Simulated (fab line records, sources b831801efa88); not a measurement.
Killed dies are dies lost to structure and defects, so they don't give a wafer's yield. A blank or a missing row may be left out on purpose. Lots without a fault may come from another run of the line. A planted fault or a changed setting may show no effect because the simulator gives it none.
One fault seen from 2 desks | flow gf180mcu | each desk has only its own numbers; what lay behind them comes last

THE METROLOGY DESK
What the gauges read, lot by lot, whatever tool the lot ran on: means of the sampled wafers that have a number. A lot is out of limits, marked OUT, if its mean lies more than 4 standard deviations from the usual mean; the brackets give that distance.
Columns: A = cd_nm at GF_SAB_CD_MEAS_09, usual 419.6 nm; B = CONTACT_OVL at GF_CONTACT_OVL_MEAS_15, usual 1 nm
lot  | first seen here | A     | B
L854 | day 15 10:59    | 419.6 | -9
L855 | day 16 03:56    | 418.6 | -4
L856 | day 16 10:31    | 420.0 | 4
L857 | day 16 15:47    | 417.8 | 4
L858 | day 17 00:38    | 417.7 | 10
L859 | day 17 14:26    | 417.6 | -5
L866 | day 20 01:54    | 422.4 | 4
L867 | day 20 13:12    | 418.1 | -6
L868 | day 20 15:06    | 422.4 | 1
L872 | day 22 03:23    | 420.5 | -6
L873 | day 22 12:21    | 423.0 | -4
L874 | day 22 23:15    | 420.2 | 1
L875 | day 23 01:37    | 419.0 | 4
L876 | day 23 06:42    | 419.9 | 9
This desk's finding: nothing out of limits on any of the 14 lots.

THE TOOL OWNER'S DESK: rtp_anneal-02
The tool's own readings at GF_SALICIDE_RTA_06 (time 30 s): means of the sampled wafers that have a number, for each lot that ran on this tool. A lot is out of limits, marked OUT, if its mean lies more than 4 standard deviations from the usual mean; the brackets give that distance.
Columns: A = chamber_o2_ppm at GF_SALICIDE_RTA_06, usual 2.002; B = lamp_power_pct at GF_SALICIDE_RTA_06, usual 6.8 %; C = wafer_temp_C_max at GF_SALICIDE_RTA_06, usual 531.5
lot  | first seen here | A                         | B   | C
L854 | day 15 11:43    | 2.024                     | 7.1 | 531.3
L855 | day 16 04:40    | 2.005                     | 7.1 | 531.5
L856 | day 16 11:14    | 1.997                     | 7.1 | 531.8
L857 | day 16 16:31    | 302.027 (+99 or more) OUT | 7.1 | 532.1
L858 | day 17 01:22    | 301.983 (+99 or more) OUT | 7.1 | 531.5
L866 | day 20 02:38    | 1.993                     | 7.1 | 531.5
L867 | day 20 13:56    | 1.996                     | 7.1 | 531.5
L873 | day 22 13:08    | 1.973                     | 7.1 | 531.0
L874 | day 22 23:59    | 1.987                     | 7.1 | 531.9
L875 | day 23 02:20    | 2.006                     | 7.1 | 531.4
L876 | day 23 07:26    | 2.024                     | 7.1 | 531.3
This desk's finding: out of limits on L857, L858; first on L857, day 16 16:31 (chamber_o2_ppm at GF_SALICIDE_RTA_06). In limits: L854, L855, L856, L866, L867, L873, L874, L875, L876.

PUT TOGETHER
The tool owner's desk could have raised an alarm at day 16 16:31, on L857, L858.
The metrology desk saw nothing out of limits.
The metrology desk has L857, L858 on record, within its limits.
Of the lots named, all ran GF_SALICIDE_RTA_06 on rtp_anneal-02.

WHAT THE SIMULATOR HAD PUT IN
Process parameter drift: rtp_anneal-02, from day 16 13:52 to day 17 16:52, at GF_SALICIDE_RTA_06. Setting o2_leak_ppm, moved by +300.
Lots struck among those shown: L857, L858.
Hours from the fault's start to each desk's first reading out of limits: the tool owner's desk, 3.
